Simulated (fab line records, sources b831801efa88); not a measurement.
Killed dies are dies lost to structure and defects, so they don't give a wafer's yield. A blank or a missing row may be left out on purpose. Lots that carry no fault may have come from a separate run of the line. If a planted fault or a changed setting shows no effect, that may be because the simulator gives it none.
The tool behind it: which one? | flow sky130 | 36 wafers from 12 lots sampled at 2 of the route's 708 steps

WHAT THE GAUGES SHOWED, per wafer
SKY_LOCAL_INTERCONNECT_OVL_MEAS_12.
lot  | measured     | on         | LOCAL_INTERCONNECT_OVL (nm)
L075 | day 30 10:43 | overlay-01 | -9 -9 -4
L077 | day 31 01:34 | overlay-01 | -10 -6 -7
L079 | day 31 22:15 | overlay-02 | -7 -7 -11
L081 | day 32 09:32 | overlay-02 | -9 -8 -6
L083 | day 33 07:55 | overlay-01 | -9 -14 -12
L085 | day 33 17:43 | overlay-01 | -9 -10 -9
L087 | day 34 06:10 | overlay-02 | -3 -2 -3
L089 | day 35 02:26 | overlay-01 | -1 -6 -8
L091 | day 35 17:32 | overlay-01 | -7 -2 -3
L094 | day 38 00:56 | overlay-01 | -6 -9 -7
L095 | day 38 02:40 | overlay-02 | -2 -11 -8
L096 | day 38 08:31 | overlay-02 | -5 1 1

TOOL THAT RAN EACH LOT (tool first, then ch and the chambers of the sampled wafers, then the start)
lot  | SKY_LI_CONTACT_CMP_24
L075 | cmp-01 ch 0,1, day 29 05:18
L077 | cmp-02 ch 1,2, day 29 21:42
L079 | cmp-01 ch 1,2, day 30 19:01
L081 | cmp-01 ch 1,3, day 31 05:40
L083 | cmp-01 ch 0,1,3, day 32 04:12
L085 | cmp-01 ch 2,3, day 32 14:13
L087 | cmp-02 ch 0,1,2, day 33 03:04
L089 | cmp-01 ch 0,2,3, day 34 00:42
L091 | cmp-01 ch 1,2,3, day 34 14:47
L094 | cmp-01 ch 0,2, day 36 22:59
L095 | cmp-01 ch 1,2,3, day 37 00:11
L096 | cmp-02 ch 0,2,3, day 37 06:26
- SKY_LI_CONTACT_CMP_24: polishes, stops on PSG, t overpolish 20 s, target thk 0 nm.

THE ANSWER, worked out from the rows above alone
Rule: the usual values come from the lots themselves. The widest of any qualifying gaps counts: lots, ordered by their means at a reading, are off when they make up no more than a third of the lots, leave a main group of 4 or more, and stand apart from it by 3 or more times the standard deviation of that group's means. A main group is skipped when, at the precision printed for the reading in the tables above, its means are all equal. Also off: a lot with no number at a reading for which 4 or more lots have one. Any other lot the step has rows for is counted as sound.
Across all readings shown, no lot is off: no conclusion can be drawn from this.

WHAT THE SIMULATOR HAD INSERTED
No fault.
